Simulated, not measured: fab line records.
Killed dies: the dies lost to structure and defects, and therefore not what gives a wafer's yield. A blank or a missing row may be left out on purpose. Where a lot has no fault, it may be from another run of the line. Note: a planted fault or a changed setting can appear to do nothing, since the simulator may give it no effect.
A lot that was struck, set against a sound lot    flow sky130    15 steps out of a route of 708
Sound: the wafers L854.1, L854.5, L854.6. The struck wafers were L858.2, L858.3, L858.5. The cause is named last.
Each step with rows lists, per side, the tool, then ch with its chambers, then its first start. Under that, the readings that differ: sound wafers    struck wafers    difference of the means    sigmas: that difference in standard deviations of wafers without a fault.
alike: same words and numbers on both sides, and readings whose means sit less than 2 such deviations apart. not compared: any withheld reading, any reading some wafer has no value for, any bound like >300 that may hide the same value, and any number with overlapping values for which the record gives no deviation.
A row with sigmas, a row that says differs or no value, or rows on one side alone: a step with any of these is where the two part. Numbers that have no deviation but don't overlap get no sigmas and don't part them. Lack of a reading on every wafer of one side parts them only where that side has two or more wafers.

first, 7 steps without rows for these wafers: SKY_LDD_N_DEHYDRATE_00 (time 60 s); SKY_LDD_N_HMDS_01 (prime time 60 s); SKY_LDD_N_COAT_02 (resist thk 306 nm); SKY_LDD_N_SOFTBAKE_03 (time 60 s); SKY_LDD_N_EXPOSE_04 (exposes mask NTM, target cd 840 nm); SKY_LDD_N_PEB_05; SKY_LDD_N_DEVELOP_06 (develop time 60 s).
SKY_LDD_N_OVL_MEAS_07:
  sound on overlay-02 at day 22 17:16; struck on overlay-01 at day 23 19:20
  alike: LDD_N_OVL
then, 4 steps without rows for these wafers: SKY_LDD_N_IMPLANT_08; SKY_LDD_N_IMPLANT_09; SKY_LDD_N_IMPLANT_10; SKY_LDD_N_IMPLANT_11.
SKY_LDD_N_IMPLANT_12:
  sound on implanter-03 ch 0, day 22 17:55; struck on implanter-02 ch 0, day 23 19:59
reading                 sound               struck                difference  sigmas
rotation deg (degrees)  -0.001 0.038 0.023  82.320 82.288 82.317  +82.288     +99 or more
  alike: beam energy keV, faraday current uA
after that, 1 step had no rows for these wafers: SKY_LDD_N_IMPLANT_13.
-- the record jumps here: 26 days lie between the struck wafers' starts before and after (it left off in module LDD_N and takes up again in module PAD_OPEN, whose first step shown is number 708 of the route) --
SKY_PAD_OPEN_PROBE_99:
  sound on prober-02 at day 49 06:41; struck on prober-01 at day 49 21:35
reading                                 sound                 struck                difference  sigmas
model.etest.nfet_01v8_lvt.vt sat v (V)  0.5309 0.5298 0.5361  0.4924 0.4915 0.503   -0.0366     
model.etest.nfet_01v8.vt sat v (V)      0.6514 0.6421 0.6493  0.6222 0.6097 0.6267  -0.0281     
model.etest.nfet_01v8_lvt.vt v (V)      0.6118 0.6087 0.6083  0.5928 0.5982 0.6039  -0.0113     
model.etest.nfet_01v8.vt v (V)          0.7066 0.6995 0.7013  0.6928 0.6879 0.6989  -0.0093     
model.etest.nfet_01v8_turned.vt v (V)   0.7042 0.6999 0.6999  0.7221 0.7203 0.7271  +0.0218     
  alike: killed_at_M0_to_M3, killed_at_M4_up, killed at contacts, killed at front end, killed at other, killed dies, killed open, killed short
  not compared: model.etest.sram nfet pass.vt sat v, model.etest.nfet_01v8_swapped.vt v

WHERE THEY PART
Within this record, at SKY_LDD_N_IMPLANT_12 only. Later steps at which nothing parts them and some readings are alike: SKY_PAD_OPEN_PROBE_99.

WHY: whatever the simulator had introduced
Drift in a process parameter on implanter-02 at SKY_LDD_N_IMPLANT_12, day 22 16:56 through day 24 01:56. A move of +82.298 in setting rotation deg, from 0. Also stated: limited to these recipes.
